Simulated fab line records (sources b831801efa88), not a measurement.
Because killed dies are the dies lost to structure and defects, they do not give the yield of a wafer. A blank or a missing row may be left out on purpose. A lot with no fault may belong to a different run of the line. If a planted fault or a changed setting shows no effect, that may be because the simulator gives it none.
A lot that was struck, set against a sound lot ; flow sky130 ; 24 out of 708 route steps
Sound: these wafers, L912.1, L912.3, L912.4. Wafers L920.1, L920.5, L920.6 were the ones struck. The cause is named last.
Per side, at each step with rows, come the tool, then ch with its chambers, and then its first start. Under that, the readings that differ: sound wafers ; struck wafers ; difference of the means ; sigmas: that difference in standard deviations of wafers without a fault.
alike: readings whose means differ by less than 2 such deviations, and words and numbers that are the same on both sides. not compared: withheld readings, readings that some wafer has no value for, bounds like >300 that may hide the same value, and numbers for which the record gives no deviation and whose values overlap.
A row with sigmas, a row that says differs or no value, or rows on one side alone: a step with any of these is where the two part. When numbers do not overlap yet have no deviation, they are printed without sigmas and do not part them. A reading missing from all wafers of one side parts the sides only when that side holds two or more wafers.

first, 4 steps without rows for these wafers: SKY_CAPM_SOFTBAKE_08 (time 60 s); SKY_CAPM_EXPOSE_09 (exposes mask CAPM, target cd 1000 nm); SKY_CAPM_PEB_10; SKY_CAPM_DEVELOP_11 (develop time 60 s).
SKY_CAPM_OVL_MEAS_12:
  struck on overlay-02, day 42 14:14; sound on overlay-02, day 40 05:56
  alike: CAPM_OVL
SKY_CAPM_METAL_ETCH_13: etches TiN in Cl2/BCl3, stops on SiO2, target depth 220 nm, time 62.9 s.
  sound on rie metal-04 ch 0,1, day 40 05:58; struck on rie metal-04 ch 0,1, day 42 14:16
  alike: drypump motor current A, oes product au, throttle valve pct
  not compared: rf hours counter h
SKY_CAPM_STRIP_14: strips in O2/N2.
  sound on plasma asher-03 ch 0,1, day 40 06:03; struck on plasma asher-01 ch 0,1, day 42 14:21
  alike: drypump motor current A, oes product au, strip time to endpoint s
  not compared: rf hours counter h
then, 5 steps without rows for these wafers: SKY_CAPM_STRIP_15 (strips in post etch residue remover, time 1200 s); SKY_CAPM_CLEAN_16 (cleans in IPA, time 180 s); SKY_CAPM_CLEAN_17 (cleans in O3/DIW); SKY_METAL3_DEHYDRATE_05 (time 60 s); SKY_METAL3_HMDS_06 (prime time 60 s).
SKY_METAL3_COAT_07: resist thk 60 nm.
  sound on litho track-04 ch 0, day 40 18:10; struck on litho track-04 ch 0, day 43 02:19
then, 5 steps without rows for these wafers: SKY_METAL3_COAT_08 (resist thk 1140 nm); SKY_METAL3_SOFTBAKE_09 (time 90 s); SKY_METAL3_EXPOSE_10 (exposes mask MM3, target cd 300 nm); SKY_METAL3_PEB_11; SKY_METAL3_DEVELOP_12 (develop time 60 s).
SKY_METAL3_CD_MEAS_13: target cd 300 nm.
  struck on cd sem-02, day 43 14:04; sound on cd sem-01, day 41 06:40
  alike: cd nm
SKY_METAL3_OVL_MEAS_14:
  struck on overlay-01, day 43 14:11; sound on overlay-02, day 41 06:47
  alike: METAL3_OVL
SKY_METAL3_DESCUM_15: chemistry O2, time 8 s.
  sound on rie metal-01 ch 0,1, day 41 06:50; struck on rie metal-03 ch 0,1, day 43 14:14
  alike: drypump motor current A, oes product au
  not compared: rf hours counter h
SKY_METAL3_ETCH_16: etches BARC in N2/H2, stops on SiO2, time 88.2 s, target depth 60 nm.
  sound on rie metal-01 ch 0,1, day 41 06:52; struck on rie metal-03 ch 0,1, day 43 14:16
reading;sound;struck;difference;sigmas
oes product au (a.u.);0.615 0.629 0.622;0.634 0.634 0.629;+0.010;+2
model.etch.depth nm (nm);59.89 59.79 59.83;61.06 61.15 60.99;+1.23;
  alike: drypump motor current A, throttle valve pct
  not compared: rf hours counter h
SKY_METAL3_ETCH_17: etches SiO2 in C4F8/O2/Ar, stops on TiN, time 3.9 s, target depth 15 nm.
  sound on rie diel-03 ch 0,1,3, day 41 06:58; struck on rie diel-01 ch 1,2, day 43 14:22
  alike: oes product au
  not compared: rf hours counter h
after that, 1 step had no rows for these wafers: SKY_PAD_OPEN_PROBE_99.

== WHERE THEY PART ==
At SKY_METAL3_ETCH_16 and nowhere else, as far as this record goes. Later steps at which nothing parts them and some readings are alike: SKY_METAL3_ETCH_17.

WHY: whatever the simulator had introduced
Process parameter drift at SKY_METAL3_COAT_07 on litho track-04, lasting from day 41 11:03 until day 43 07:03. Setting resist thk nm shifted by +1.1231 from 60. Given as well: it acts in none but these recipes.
